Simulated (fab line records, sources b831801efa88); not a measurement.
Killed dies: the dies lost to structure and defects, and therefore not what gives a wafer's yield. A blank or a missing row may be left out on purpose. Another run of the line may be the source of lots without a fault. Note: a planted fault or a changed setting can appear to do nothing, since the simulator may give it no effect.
Which tool is to blame? -- flow sky130 -- Sampling: 8 lots, 24 wafers, 5 of 708 route steps

## WHAT THE GAUGES SHOWED, per wafer
SKY_FIELD_ISO_BOW_MEAS_00. Usual: INCOMING_BOW typically reads 0 um, with standard deviation 6.1.
lot,measured,on,INCOMING_BOW (um),flag
L211,day 1 10:01,film metro-02,-2 12 0,
L212,day 1 15:00,film metro-01,6 -2 1,
L213,day 1 20:00,film metro-02,-2 -8 6,
L214,day 2 01:01,film metro-04,-2 -1 -3,
L215,day 2 06:00,film metro-01,0 4 14,
L216,day 2 11:04,film metro-04,4 -9 -6,
L217,day 2 16:02,film metro-04,9 -14 -3,
L218,day 2 21:00,film metro-04,5 8 -7,

SKY_FIELD_ISO_CD_MEAS_13: the cd target is 150 nm. Usual: 150.2 nm for cd nm, sd 1.4.
lot,measured,on,cd nm (nm),flag
L211,day 2 04:14,cd sem-01,153.2 150.6 150.7,
L212,day 2 09:31,cd sem-01,149.6 150.2 151.1,
L213,day 2 15:04,cd sem-01,147.9 149.9 149.2,
L214,day 2 21:35,cd sem-01,150.2 149.8 150.8,
L215,day 3 01:44,cd sem-01,152.1 152.9 150.3,
L216,day 3 12:28,cd sem-01,150.8 151.5 150.9,
L217,day 3 13:35,cd sem-01,150.7 152.2 151.6,
L218,day 3 22:54,cd sem-01,148.6 149.6 151.1,

SKY_DNWELL_TW_MEAS_09. Usual: DNWELL_TW typically reads 1111, with standard deviation 12.
lot,measured,on,DNWELL_TW,flag
L211,day 3 16:34,film metro-03,1111 1111 1107,
L212,day 4 00:20,film metro-01,1125 1125 1122,
L213,day 4 00:29,film metro-02,1107 1104 1102,
L214,day 4 04:39,film metro-02,1094 1103 1095,
L215,day 4 05:23,film metro-02,1993 2006 2001,OFF
L216,day 4 10:46,film metro-03,2003 2010 2013,OFF
L217,day 4 14:46,film metro-01,2052 2042 2026,OFF
L218,day 5 00:20,film metro-01,2032 2031 2029,OFF

SKY_NWELL_OVL_MEAS_10. Usual: NWELL_00_OVL typically reads 1.1 nm, with standard deviation 1.6.
lot,measured,on,NWELL_00_OVL (nm),flag
L211,day 5 03:37,overlay-01,-0.8 0.5 -0.4,
L212,day 5 11:12,overlay-02,-0.7 -1.6 -1.0,
L213,day 5 11:51,overlay-01,-0.5 0.3 0.0,
L214,day 5 15:37,overlay-02,2.8 2.5 1.8,
L215,day 5 16:59,overlay-02,3.1 -0.3 1.6,
L216,day 5 22:55,overlay-02,1.7 0.3 1.4,
L217,day 6 03:49,overlay-01,0.9 -0.2 -0.6,
L218,day 6 13:29,overlay-02,4.3 4.0 2.8,

## TOOL THAT RAN EACH LOT (tool first, then ch and the chambers of the sampled wafers, then the start)
lot,SKY_DNWELL_IMPLANT_07
L211,"implanter-04 ch 0, day 3 16:20"
L212,"implanter-04 ch 0, day 4 00:05"
L213,"implanter-04 ch 0, day 4 00:14"
L214,"implanter-03 ch 0, day 4 04:25"
L215,"implanter-01 ch 0, day 4 05:08"
L216,"implanter-03 ch 0, day 4 10:34"
L217,"implanter-04 ch 0, day 4 14:32"
L218,"implanter-03 ch 0, day 5 00:05"
- SKY_DNWELL_IMPLANT_07

## WHAT THE TOOLS THEMSELVES READ (means of the sampled wafers that have a number; where no wafer has one, the mark that the record gives instead)
The record holds no such reading with a usual standard deviation.

## THE ANSWER, worked out from the rows above alone
Rule: lot off if the mean of its wafers having a number is beyond 3 standard deviations from the usual mean. Also off: a lot with no number at a reading for which 4 or more lots have one. Any other lot the step has rows for is counted as sound. After the gauges, taken in route order, come the tools' own readings; for these a lot's mean is taken, as printed above. At the first step where some lot is off, the reading lying furthest off is the one used; lots without a number count as furthest.
Off: at SKY_DNWELL_TW_MEAS_09 (DNWELL_TW), L215, L216, L217, L218.
If a tool, at a process step before that reading, ran all the lots that are off and no sound lot after the first of them, it fits. Gauges at SKY_DNWELL_TW_MEAS_09: tried the same way as those tools. Of those tried, none fits.

## WHAT THE SIMULATOR HAD PUT IN
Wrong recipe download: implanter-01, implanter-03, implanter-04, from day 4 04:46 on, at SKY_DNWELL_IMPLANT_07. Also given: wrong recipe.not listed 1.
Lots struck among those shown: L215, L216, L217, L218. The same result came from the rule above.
